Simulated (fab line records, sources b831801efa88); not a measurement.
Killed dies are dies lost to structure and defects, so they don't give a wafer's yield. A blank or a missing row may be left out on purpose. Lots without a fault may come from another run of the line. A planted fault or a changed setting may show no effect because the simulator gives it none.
fab line records | flow sky130
record lots=6 wafers=18 last_day=50
route steps=708 shown METAL5@664 PAD_OPEN@708
lots that met no fault: from a run of the same line without faults
start_h: hours from the record's first day to the start of the lot's first wafer shown | wait_h: hours since the lot's step before | " the same as in the row above | L1.1+2: a row that stands for several wafers | - no value, or no start given | * or withheld: withheld | < > ~ a bound
route shown NAME@n: a module of which the file shows steps, and the number in the route of the first | usual: mean/standard deviation of fault-free wafers | same: alike in all rows | chamber/n: place in a boat | sites: the reading at each site | _std_site: their standard deviation | _edge_site: outer sites' mean less inner sites' | radius_mm: how far each site lies from the wafer's centre | mask NAME#n: copy n | behind: the tool/chamber that last shaped the wafer | hold: why the lot was held/for how many hours/how that ended | device: the transistor (n, p or np) that didn't switch | end of line: the same wafers' tests at the end of the route | a step without rows: its recipe alone | killed: dies lost to structure and defects at the first sort, not the wafer's yield | map: a wafer's dies, x killed, . not, _ none there
set.NAME: the setting as run; set.NAME@STEP: as run at that earlier step | model.NAME: the simulator's own value behind a step, which no gauge read
lots at some steps of the route; a table a step, a row a wafer
services: from which hour (start_h, from the record's first day; less than 0 if before it) a tool's chamber was out of use, for how many hours, and why
## steps
# step SKY_METAL5_SPUTTER_03
# recipe material=Ti target_thk_nm=5 power_w=3000 time_s=3.3 chamber_pressure_pa=0.4
# usual throttle_valve_pct=29.8/1
# columns lot.wafer tool chamber start_h wait_h throttle_valve_pct
L527.1 pvd_sputter-03 - 1012.12 0.0 31.0
L527.2 " - " " 30.0
L527.3 " - " " 28.8
L531.1 pvd_sputter-02 - 1038.06 0.0 29.6
L531.3 " - " " 28.1
L531.4 " - " " 31.0
L534.1 pvd_sputter-04 - 1070.65 0.0 31.4
L534.2 " - " " 31.4
L534.4 " - " " 29.6
L539.1 pvd_sputter-03 - 1088.22 0.0 30.3
L539.3 " - " " 30.5
L539.6 " - " " 28.6
L547.2 pvd_sputter-02 - 1127.76 0.0 29.6
L547.4 " - " " 30.0
L547.6 " - " " 29.8
L550.2 pvd_sputter-04 - 1143.76 0.0 30.8
L550.3 " - " " 31.5
L550.6 " - " " 31.4
# step SKY_METAL5_SPUTTER_04
# recipe material=TiN target_thk_nm=70 power_w=6500 time_s=58.3 chamber_pressure_pa=0.4
# usual throttle_valve_pct=29.8/1
# columns lot.wafer tool chamber start_h wait_h throttle_valve_pct
L527.1 pvd_sputter-03 - 1012.14 0.0 31.0
L527.2 " - " " 30.0
L527.3 " - " " 28.6
L531.1 pvd_sputter-02 - 1038.08 0.0 29.6
L531.3 " - " " 27.9
L531.4 " - " " 30.5
L534.1 pvd_sputter-04 - 1070.67 0.0 31.2
L534.2 " - " " 31.5
L534.4 " - " " 29.7
L539.1 pvd_sputter-03 - 1088.24 0.0 30.2
L539.3 " - " " 30.6
L539.6 " - " " 28.6
L547.2 pvd_sputter-02 - 1127.78 0.0 30.0
L547.4 " - " " 29.6
L547.6 " - " " 29.8
L550.2 pvd_sputter-04 - 1143.78 0.0 30.7
L550.3 " - " " 31.3
L550.6 " - " " 30.9
# step SKY_METAL5_RS_MEAS_05
# recipe thk_meas_gauge=four-point-probe reads=TiN_of_METAL5_SPUTTER_04+Ti_of_METAL5_SPUTTER_03+AlCu_of_METAL5_SPUTTER_02+TiN_of_METAL5_SPUTTER_01+Ti_of_METAL5_SPUTTER_00
# usual METAL5_ALCU_RS=0.0272/0.00031
# columns lot.wafer tool chamber start_h wait_h METAL5_ALCU_RS[ohm/sq]
L527.1 film_metro-01 - 1012.19 0.0 0.0277
L527.2 " - " " 0.0272
L527.3 " - " " 0.0270
L531.1 film_metro-02 - 1038.13 0.0 0.0268
L531.3 " - " " 0.0271
L531.4 " - " " 0.0268
L534.1 film_metro-01 - 1070.72 0.0 0.0273
L534.2 " - " " 0.0274
L534.4 " - " " 0.0270
L539.1 film_metro-02 - 1088.29 0.0 0.0267
L539.3 " - " " 0.0273
L539.6 " - " " 0.0269
L547.2 film_metro-02 - 1127.85 0.0 0.0273
L547.4 " - " " 0.0272
L547.6 " - " " 0.0273
L550.2 film_metro-04 - 1143.86 0.0 0.0273
L550.3 " - " " 0.0273
L550.6 " - " " 0.0275
# step SKY_METAL5_THK_MEAS_06
# recipe thk_meas_gauge=xrf reads=AlCu_of_METAL5_SPUTTER_02
# usual METAL5_ALCU_THK=1137/14
# columns lot.wafer tool chamber start_h wait_h METAL5_ALCU_THK[nm]
L527.1 film_metro-01 - 1012.31 0.1 1116
L527.2 " - " " 1139
L527.3 " - " " 1147
L531.1 film_metro-02 - 1038.25 0.1 1150
L531.3 " - " " 1140
L531.4 " - " " 1153
L534.1 film_metro-01 - 1070.84 0.1 1130
L534.2 " - " " 1126
L534.4 " - " " 1136
L539.1 film_metro-02 - 1088.41 0.1 1157
L539.3 " - " " 1141
L539.6 " - " " 1157
L547.2 film_metro-02 - 1127.96 0.1 1128
L547.4 " - " " 1130
L547.6 " - " " 1140
L550.2 film_metro-04 - 1143.97 0.1 1127
L550.3 " - " " 1130
L550.6 " - " " 1120
# step SKY_METAL5_DEHYDRATE_07
# recipe temp_c=200 time_s=60
# step SKY_METAL5_HMDS_08
# recipe prime_time_s=60 prime_temp_c=120
# step SKY_METAL5_COAT_09
# recipe resist=NOVOLAK spin_rpm=3000 resist_thk_nm=1800
# step SKY_METAL5_SOFTBAKE_10
# recipe temp_c=90 time_s=60 resist=NOVOLAK
# step SKY_METAL5_EXPOSE_11
# recipe mask_id=MM5 na=0.6 source_shape=conventional sigma_outer=0.6 polarization=unpolarized target_cd_nm=1600 dose_mj=190
# step SKY_METAL5_PEB_12
# recipe temp_c=withheld time_s=* resist=NOVOLAK
# step SKY_METAL5_DEVELOP_13
# recipe resist=NOVOLAK developer=TMAH develop_time_s=60 dev_temp_c=23
# step SKY_METAL5_DESCUM_14
# recipe chemistry=O2 source_power_w=150 bias_power_w=0 pressure_mtorr=10 temp_c=40 time_s=11
# usual drypump_motor_current_A=5.52/0.26 he_backside_leak_sccm=3.32/0.26 oes_product_au=0.999/0.012
# columns lot.wafer tool chamber start_h wait_h drypump_motor_current_A he_backside_leak_sccm oes_product_au rf_hours_counter_h
L527.1 rie_metal-02 0 1034.46 0.1 5.70 3.56 0.990 4
L527.2 " 1 " " 4.98 3.44 1.010 9
L527.3 " 1 " " 4.96 3.39 1.011 -
L531.1 rie_metal-03 0 1060.01 0.1 5.62 3.35 1.013 24
L531.3 " 1 " " 5.64 3.29 1.000 -
L531.4 " 0 " " 5.63 3.28 1.023 -
L534.1 rie_metal-03 1 1090.66 0.1 5.64 3.50 0.992 18
L534.2 " 0 " " 5.61 3.21 1.011 1
L534.4 " 1 " " 5.69 3.44 1.000 -
L539.1 rie_metal-03 1 1108.91 0.1 5.65 3.38 0.994 19
L539.3 " 0 " " 5.62 3.22 1.010 -
L539.6 " 1 " " 5.62 3.40 0.988 -
L547.2 rie_metal-01 1 1146.72 0.1 5.51 3.18 0.996 -
L547.4 " 1 " " 5.49 3.19 1.002 -
L547.6 " 1 " " 5.50 3.31 1.001 -
L550.2 rie_metal-01 0 1162.01 0.1 5.76 3.31 0.975 1
L550.3 " 0 " " 5.75 3.28 0.981 -
L550.6 " 0 " " 5.80 3.25 0.977 -
# step SKY_METAL5_METAL_ETCH_15
# recipe target_depth_a=12600 stop_on=SiO2 over_etch_frac=0.2 time_s=252 chemistry=Cl2/BCl3 resist_sidewall_deg=86 pressure_mtorr=10 icp_w=900 bias_w=48.5 Cl2_flow_sccm=60 bcl3_flow_sccm=30
# usual bias_w=48.49/0.14 drypump_motor_current_A=5.51/0.26 he_backside_leak_sccm=3.30/0.28 oes_product_au=0.894/0.0053 over_etch_frac=0.2/0 throttle_valve_pct=22.265/0.0082
# columns lot.wafer tool chamber start_h wait_h bias_w drypump_motor_current_A he_backside_leak_sccm oes_product_au over_etch_frac rf_hours_counter_h throttle_valve_pct model.NOVOLAK_of_METAL5_COAT_09.thk_nm model.METAL5.cd_nm model.SiO2_of_VIA4_HDPCVD_00.thk_nm
L527.1 rie_metal-02 0 1034.49 0.0 48.25 5.71 3.55 0.888 0.2 4 22.266 1052 1602 548.3
L527.2 " 1 " " 48.27 4.98 6.39 0.900 0.2 9 22.261 1037 1601 548.3
L527.3 " 1 " " 48.42 4.98 3.26 0.888 0.2 - 22.257 1033 1601 546.8
L531.1 rie_metal-03 0 1060.04 0.0 48.46 5.62 3.53 0.892 0.2 24 22.274 1015 1599 550.1
L531.3 " 1 " " 48.39 5.64 3.30 0.893 0.2 - 22.265 1038 1599 551.1
L531.4 " 0 " " 48.37 5.63 3.50 0.895 0.2 - 22.265 1019 1602 549.6
L534.1 rie_metal-03 1 1090.69 0.0 48.44 5.62 3.33 0.807 0.4192 18 22.272 905.3 1587 545.3
L534.2 " 0 " " 48.42 5.62 3.24 0.904 0.2 1 22.257 1014 1610 549.1
L534.4 " 1 " " 48.42 5.65 3.44 0.815 0.4192 - 22.276 904.3 1581 543.6
L539.1 rie_metal-03 1 1108.94 0.0 48.43 5.67 3.47 0.815 0.4192 19 22.260 910.6 1578 542.6
L539.3 " 0 " " 48.49 5.63 3.34 0.900 0.2 - 22.272 1022 1600 547
L539.6 " 1 " " 48.50 5.61 3.35 0.811 0.4192 - 22.261 907.6 1577 545.8
L547.2 rie_metal-01 1 1146.86 0.1 48.52 5.46 3.16 0.897 0.2 - 22.269 1030 1595 547
L547.4 " 1 " " 48.44 5.48 3.19 0.888 0.2 - 22.260 1019 1594 550.6
L547.6 " 1 " " 48.56 5.48 3.16 0.896 0.2 - 22.262 1018 1595 549.4
L550.2 rie_metal-01 0 1162.05 0.0 48.48 5.75 3.36 0.894 0.2 1 22.260 1067 1600 550.6
L550.3 " 0 " " 48.43 5.80 3.22 0.896 0.2 - 22.273 1068 1594 548.4
L550.6 " 0 " " 48.19 5.77 3.32 0.893 0.2 - 22.250 1065 1602 551
# step SKY_METAL5_STRIP_16
# recipe chemistry=O2/N2 power_w=1400 pressure_mtorr=1500 platen_temp_c=withheld o2_flow_sccm=3000 n2_flow_sccm=300 overash_fraction=0.5
# usual drypump_motor_current_A=5.7/0.3 n2_flow_sccm=300.0/0.8 oes_product_au=0.710/0.0043 strip_time_to_endpoint_s=13.05/0.14
# columns lot.wafer tool chamber start_h wait_h drypump_motor_current_A n2_flow_sccm oes_product_au rf_hours_counter_h strip_time_to_endpoint_s
L527.1 plasma_asher-04 0 1034.73 0.2 6.1 300.4 0.704 30 13.24
L527.2 " 1 " " 5.3 297.6 0.714 30 13.10
L527.3 " 0 " " 6.0 300.5 0.712 - 13.04
L531.1 plasma_asher-02 1 1060.28 0.2 5.6 299.4 0.720 63 12.84
L531.3 " 0 " " 5.6 300.3 0.714 - 13.12
L531.4 " 1 " " 5.6 298.5 0.716 - 12.89
L534.1 plasma_asher-01 1 1090.93 0.2 6.2 301.2 0.705 94 11.62
L534.2 " 0 " " 5.5 298.7 0.710 94 12.83
L534.4 " 1 " " 6.2 299.5 0.710 - 11.63
L539.1 plasma_asher-04 1 1109.18 0.2 5.3 301.7 0.702 38 11.71
L539.3 " 0 " " 6.0 299.6 0.711 - 12.93
L539.6 " 1 " " 5.3 301.8 0.711 - 11.67
L547.2 plasma_asher-04 0 1147.25 0.3 6.0 299.8 0.701 42 13.01
L547.4 " 0 " " 6.0 300.1 0.716 - 12.87
L547.6 " 0 " " 6.1 299.1 0.703 - 12.86
L550.2 plasma_asher-02 0 1162.28 0.2 5.6 299.7 0.708 73 13.41
L550.3 " 1 " " 5.6 302.1 0.715 - 13.44
L550.6 " 1 " " 5.6 299.1 0.714 - 13.41
# step SKY_METAL5_STRIP_17
# recipe chemistry=post_etch_residue_remover time_s=1200 temp_c=72.5
# step SKY_PAD_OPEN_PROBE_99
# usual defect_limited_yield=82.2/1.9 killed_at_M0_to_M3=44/6.8 killed_at_M4_up=3.1/1.8 killed_at_contacts=25/5.2 killed_at_front_end=15/4.1 killed_at_other=0.3/0.62 killed_dies=88/9.4 killed_on_rim=17/3.7 killed_open=48/7.1 killed_short=40/6.1 sort_bin_3_pad_short=0.9/0.38 sort_bin_5_function=10.5/1.5 sort_bin_6_memory=6.5/1.2 sort_bin_8_speed=0.5/0.95 sort_n_pass=402/10 sort_yield_pct=81.6/2
# same gross_dies=492 killed_at_back_side=0 sort_bin_4_leakage[%]=0
# columns lot.wafer tool chamber start_h wait_h defect_limited_yield[%] killed_at_M0_to_M3 killed_at_M4_up killed_at_contacts killed_at_front_end killed_at_other killed_dies killed_on_rim killed_open killed_short sort_bin_3_pad_short[%] sort_bin_5_function[%] sort_bin_6_memory[%] sort_bin_8_speed[%] sort_n_pass sort_yield_pct[%] model.etest.met5.width_nm
L527.1 prober-02 - 1081.93 0.1 80.7 57 1 24 13 0 95 14 42 53 0.8 11.6 6.9 0.4 395 80.3 1596
L527.2 prober-02 - 1081.98 0.1 79.3 54 5 31 12 0 102 18 59 43 1.6 11.4 7.7 0 390 79.3 1599
L527.3 prober-02 - 1082.03 0.2 82.9 37 2 25 20 0 84 20 44 40 0.4 11.0 5.7 0.2 407 82.7 1602
L531.1 prober-02 - 1106.18 0.1 83.7 39 5 22 14 0 80 14 42 38 0.6 9.3 6.3 0 412 83.7 1599
L531.3 prober-02 - 1106.28 0.2 80.5 50 4 28 14 0 96 20 60 36 1.0 12.0 6.5 0.2 395 80.3 1597
L531.4 prober-02 - 1106.33 0.2 82.9 46 5 23 9 1 84 18 43 41 0.4 10.6 6.1 0 408 82.9 1602
L534.1 prober-02 - 1134.24 0.1 80.3 46 3 33 15 0 97 20 56 41 1.0 13.4 5.3 0.2 394 80.1 1591
L534.2 prober-02 - 1134.29 0.1 82.1 43 1 33 11 0 88 12 51 37 0.8 10.6 6.5 0.4 402 81.7 1609
L534.4 prober-02 - 1134.39 0.2 76.4 59 1 37 19 0 116 18 66 50 1.2 14.4 7.9 0 376 76.4 1582
L539.1 prober-01 - 1151.63 0.1 85.6 41 3 16 11 0 71 12 39 32 0.4 7.5 6.5 0.4 419 85.2 1582
L539.3 prober-01 - 1151.73 0.2 80.3 49 3 29 16 0 97 28 51 46 0.8 12.0 6.9 0 395 80.3 1603
L539.6 prober-01 - 1151.88 0.2 79.5 50 0 28 23 0 101 20 54 47 1.2 13.0 6.3 0.2 390 79.3 1579
L547.2 prober-01 - 1185.43 0.1 79.9 57 2 21 19 0 99 20 45 54 1.0 12.2 6.9 2.6 380 77.2 1596
L547.4 prober-01 - 1185.53 0.2 85.2 29 3 28 11 2 73 17 48 25 0.8 7.1 6.9 0.4 417 84.8 1599
L547.6 prober-01 - 1185.63 0.2 82.3 42 3 32 10 0 87 9 52 35 0.4 11.4 5.9 0.6 402 81.7 1594
L550.2 prober-02 - 1197.95 0.1 81.5 37 6 26 22 0 91 17 41 49 1.8 10.8 5.9 0 401 81.5 1601
L550.3 prober-02 - 1198.00 0.2 79.1 45 8 29 21 0 103 20 53 49 1.2 12.4 7.3 0 389 79.1 1596
L550.6 prober-02 - 1198.15 0.2 79.7 47 7 26 20 0 100 20 61 39 0.4 13.2 6.7 0.2 391 79.5 1603
# killed by level:class
L527.1 VIA1:geometric_particle:open=13 VIA1:geometric_particle:short=10 CONTACT:geometric_particle:short=9 VIA2:geometric_particle:short=8 CONTACT:geometric_particle:open=7 METAL2:geometric_particle:short=7 POLY_GATE:geometric_particle:open=5 METAL1:geometric_particle:short=5
L527.2 VIA1:geometric_particle:open=19 CONTACT:geometric_particle:open=14 LI_CONTACT:geometric_particle:open=8 METAL2:geometric_particle:short=8 VIA2:geometric_particle:open=7 VIA1:geometric_particle:short=6 METAL4:geometric_particle:short=5 FIELD_ISO:geometric_particle:short=4
L527.3 CONTACT:geometric_particle:open=11 VIA1:geometric_particle:open=8 LI_CONTACT:geometric_particle:open=7 FIELD_ISO:geometric_particle:open=6 VIA1:geometric_particle:short=5 METAL2:geometric_particle:short=5 VIA3:geometric_particle:open=5 CONTACT:geometric_particle:short=4
L531.1 VIA1:geometric_particle:open=7 VIA3:geometric_particle:open=7 LI_CONTACT:geometric_particle:open=6 CONTACT:geometric_particle:short=6 LOCAL_INTERCONNECT:geometric_particle:short=6 VIA1:geometric_particle:short=6 METAL1:geometric_particle:short=5 METAL2:geometric_particle:short=5
L531.3 CONTACT:geometric_particle:open=12 VIA3:geometric_particle:open=11 VIA1:geometric_particle:open=10 VIA2:geometric_particle:open=10 VIA1:geometric_particle:short=8 FIELD_ISO:geometric_particle:short=5 LOCAL_INTERCONNECT:geometric_particle:short=5 FIELD_ISO:geometric_particle:open=4
L531.4 VIA1:geometric_particle:open=10 CONTACT:geometric_particle:open=8 METAL2:geometric_particle:short=7 LI_CONTACT:geometric_particle:open=6 METAL1:geometric_particle:short=6 METAL4:geometric_particle:short=5 VIA1:geometric_particle:short=5 VIA3:geometric_particle:open=5
L534.1 CONTACT:geometric_particle:open=13 VIA1:geometric_particle:open=11 VIA2:geometric_particle:open=10 LI_CONTACT:geometric_particle:open=8 METAL2:geometric_particle:short=6 POLY_GATE:geometric_particle:open=5 VIA3:geometric_particle:open=5 FIELD_ISO:geometric_particle:short=4
L534.2 CONTACT:geometric_particle:open=14 VIA2:geometric_particle:open=9 LOCAL_INTERCONNECT:geometric_particle:short=7 VIA1:geometric_particle:open=7 VIA3:geometric_particle:open=6 CONTACT:geometric_particle:short=6 METAL1:geometric_particle:short=5 LI_CONTACT:geometric_particle:open=5
L534.4 CONTACT:geometric_particle:open=18 VIA1:geometric_particle:open=12 LI_CONTACT:geometric_particle:open=9 VIA3:geometric_particle:open=9 POLY_GATE:geometric_particle:short=7 VIA3:geometric_particle:short=7 VIA2:geometric_particle:open=6 METAL1:geometric_particle:short=6
L539.1 CONTACT:geometric_particle:open=7 VIA2:geometric_particle:open=7 VIA1:geometric_particle:open=6 METAL3:geometric_particle:short=6 VIA3:geometric_particle:open=5 VIA3:geometric_particle:short=4 FIELD_ISO:geometric_particle:short=3 LI_CONTACT:geometric_particle:open=3
L539.3 VIA1:geometric_particle:open=11 CONTACT:geometric_particle:open=8 METAL1:geometric_particle:short=7 LI_CONTACT:geometric_particle:open=7 VIA2:geometric_particle:open=7 FIELD_ISO:geometric_particle:open=6 CONTACT:geometric_particle:short=6 VIA3:geometric_particle:open=6
L539.6 LI_CONTACT:geometric_particle:open=12 VIA1:geometric_particle:open=12 FIELD_ISO:geometric_particle:short=8 CONTACT:geometric_particle:open=7 METAL3:geometric_particle:short=7 FIELD_ISO:geometric_particle:open=6 METAL1:geometric_particle:short=6 VIA2:geometric_particle:open=6
L547.2 VIA2:geometric_particle:open=10 FIELD_ISO:geometric_particle:short=9 CONTACT:geometric_particle:open=8 METAL2:geometric_particle:short=8 VIA1:geometric_particle:open=7 FIELD_ISO:geometric_particle:open=6 VIA1:geometric_particle:short=6 VIA3:geometric_particle:open=6
L547.4 CONTACT:geometric_particle:open=11 LI_CONTACT:geometric_particle:open=10 VIA1:geometric_particle:open=10 VIA3:geometric_particle:open=5 FIELD_ISO:geometric_particle:open=3 LOCAL_INTERCONNECT:geometric_particle:short=3 VIA2:geometric_particle:open=3 FIELD_ISO:geometric_particle:short=2
L547.6 CONTACT:geometric_particle:open=13 LI_CONTACT:geometric_particle:open=8 VIA1:geometric_particle:open=8 VIA3:geometric_particle:open=7 VIA2:geometric_particle:short=6 CONTACT:geometric_particle:short=5 METAL3:geometric_particle:short=5 VIA2:geometric_particle:open=4
L550.2 VIA1:geometric_particle:open=12 CONTACT:geometric_particle:open=8 SPACER:geometric_particle:short=6 LI_CONTACT:geometric_particle:open=6 FIELD_ISO:geometric_particle:short=5 LI_CONTACT:geometric_particle:short=5 METAL2:geometric_particle:short=5 METAL4:geometric_particle:short=5
L550.3 VIA1:geometric_particle:open=16 CONTACT:geometric_particle:open=8 POLY_GATE:geometric_particle:short=6 LOCAL_INTERCONNECT:geometric_particle:short=6 LI_CONTACT:geometric_particle:open=5 METAL4:geometric_particle:short=5 FIELD_ISO:geometric_particle:open=4 LI_CONTACT:geometric_particle:short=4
L550.6 VIA1:geometric_particle:open=15 CONTACT:geometric_particle:open=9 LI_CONTACT:geometric_particle:open=8 VIA2:geometric_particle:open=8 METAL2:geometric_particle:short=6 POLY_GATE:geometric_particle:open=5 METAL4:geometric_particle:short=5 POLY_GATE:geometric_particle:short=4
## services
# columns tool chamber start_h hours kind
plasma_asher-02 - 994.49 3.7 repair
plasma_asher-02 - 994.86 1.7 repair
pvd_sputter-02 - 1011.14 1.2 repair
plasma_asher-01 - 1014.15 10.4 repair
pvd_sputter-03 3 1019.92 - consumable_replace:kit
pvd_sputter-03 3 1019.92 18.0 scheduled_down
pvd_sputter-03 3 1019.92 18.0 vent_cycle
rie_metal-03 0 1039.34 3.6 repair
rie_metal-03 0 1060.37 - clean
rie_metal-03 0 1060.37 15.8 scheduled_down
rie_metal-03 0 1060.37 15.8 vent_cycle
plasma_asher-02 - 1080.58 0.4 repair
pvd_sputter-02 2 1083.64 - consumable_replace:kit
pvd_sputter-02 2 1083.64 18.0 scheduled_down
pvd_sputter-02 2 1083.64 18.0 vent_cycle
plasma_asher-01 - 1094.15 0.7 repair
pvd_sputter-03 2 1095.20 - consumable_replace:kit
pvd_sputter-03 2 1095.20 18.0 scheduled_down
pvd_sputter-03 2 1095.20 18.0 vent_cycle
plasma_asher-02 - 1104.64 0.4 repair
rie_metal-01 0 1135.00 - clean
rie_metal-01 0 1135.00 - consumable_replace:focus_ring
rie_metal-01 0 1135.00 16.9 scheduled_down
plasma_asher-04 - 1159.15 2.8 pm
## key
first_sign step=SKY_METAL5_METAL_ETCH_15 reading=over_etch_frac direction=up sigmas=99+ usual=0.2 struck=0.4192
effect step=SKY_METAL5_METAL_ETCH_15 reading=oes_product_au direction=down sigmas=16 usual=0.894 struck=0.812
effect step=SKY_METAL5_STRIP_16 reading=strip_time_to_endpoint_s direction=down sigmas=9.9 usual=* struck=*
model_effect step=SKY_METAL5_METAL_ETCH_15 value=NOVOLAK_of_METAL5_COAT_09.thk_nm without=1043 struck=907
model_effect step=SKY_PAD_OPEN_PROBE_99 value=etest.met5.width_nm without=1599 struck=1583
met_at SKY_METAL5_METAL_ETCH_15
struck_wafers L534.1,L534.4,L539.1,L539.6
onset_between 1060.04 1090.69
fault kind=process_parameter_drift tool=rie_metal-03 chamber=1 onset_h=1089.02 steps=SKY_METAL5_METAL_ETCH_15 channel=over_etch_frac offset=0.2192 shape=step end_h=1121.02 acts_in=these_recipes_only stated=0.2
